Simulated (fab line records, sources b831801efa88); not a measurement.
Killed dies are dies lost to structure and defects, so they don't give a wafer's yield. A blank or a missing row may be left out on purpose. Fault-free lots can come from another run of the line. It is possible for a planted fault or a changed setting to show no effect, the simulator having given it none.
The same fault as seen by 2 desks    flow gf180mcu    each desk has only its own numbers; what lay behind them comes last

== THE METROLOGY DESK ==
What the gauges read for every lot (on any tool): the sampled wafers with a number, averaged. The brackets show how far a lot's mean lies from the usual mean; more than 4 standard deviations puts the lot out of limits, marked OUT.
Columns: A = cd-nm at GF_V5_CD_MEAS_14, usual 260.1 nm; B = TOP_METAL_ALCU_RS at GF_TOP_METAL_RS_MEAS_05, usual 0.0326 ohm/sq; C = PASSIVATION_CVD_00_THK at GF_PASSIVATION_THK_MEAS_01, usual 1001 nm
lot   first seen here  A      B       C
L337  day 27 06:34     260.0  0.0326  997
L338  day 27 22:04     261.4  0.0328  999
L339  day 28 07:37     261.7  0.0326  1006
L342  day 29 05:12     260.8  0.0327  989
L346  day 30 04:49     260.0  0.0326  1020
L347  day 30 18:40     259.7  0.0326  956
L349  day 31 05:22     259.5  0.0332  956
L350  day 31 07:04     259.7  0.0326  953
L351  day 31 14:29     261.3  0.0322  988
L356  day 32 22:34     260.7  0.0326  997
L358  day 33 07:04     259.7  0.0326  995
L359  day 33 10:59     260.8  0.0320  971
Finding of this desk: none of the 12 lots has anything out of limits.

== AT THE TOOL OWNER'S DESK: pecvd-04 ==
The tool's own readings at GF_PASSIVATION_CVD_00 (deposits SiO2 from TEOS, target thk 1000 nm, time 111.95 s): means of the sampled wafers that have a number, for each lot that ran on this tool. The brackets show how far a lot's mean lies from the usual mean; more than 4 standard deviations puts the lot out of limits, marked OUT.
Columns: A = heater-power-w at GF_PASSIVATION_CVD_00, usual 674 W; B = rf-fwd-power-W at GF_PASSIVATION_CVD_00, usual 597.0 W
lot   first seen here  A    B
L338  day 28 20:22     701  598.0
L339  day 29 05:07     696  599.5
L346  day 31 01:25     691  597.4
L347  day 31 15:09     749  500.6 (-46) OUT
L349  day 32 01:22     745  499.8 (-46) OUT
L350  day 32 03:11     737  502.4 (-45) OUT
Finding of this desk: L347, L349, L350 out of limits; the first was L347 at day 31 15:09, on rf-fwd-power-W at GF_PASSIVATION_CVD_00. L338, L339, L346 stayed within limits.

== PUT TOGETHER ==
At day 31 15:09, on L347, L349, L350, the tool owner's desk was in a position to raise an alarm.
At the metrology desk, nothing out of limits was observed.
The metrology desk has L347, L349, L350 on record, within its limits.
All the named lots went through GF_PASSIVATION_CVD_00 on pecvd-04.

== WHAT WAS PUT IN BY THE SIMULATOR ==
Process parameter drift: pecvd-04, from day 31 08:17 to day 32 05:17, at GF_PASSIVATION_CVD_00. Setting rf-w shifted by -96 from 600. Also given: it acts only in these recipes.
Shown lots that were struck: L347, L349, L350.
How many hours passed from the start of the fault until each desk's first out-of-limits reading: the tool owner's desk, 7.
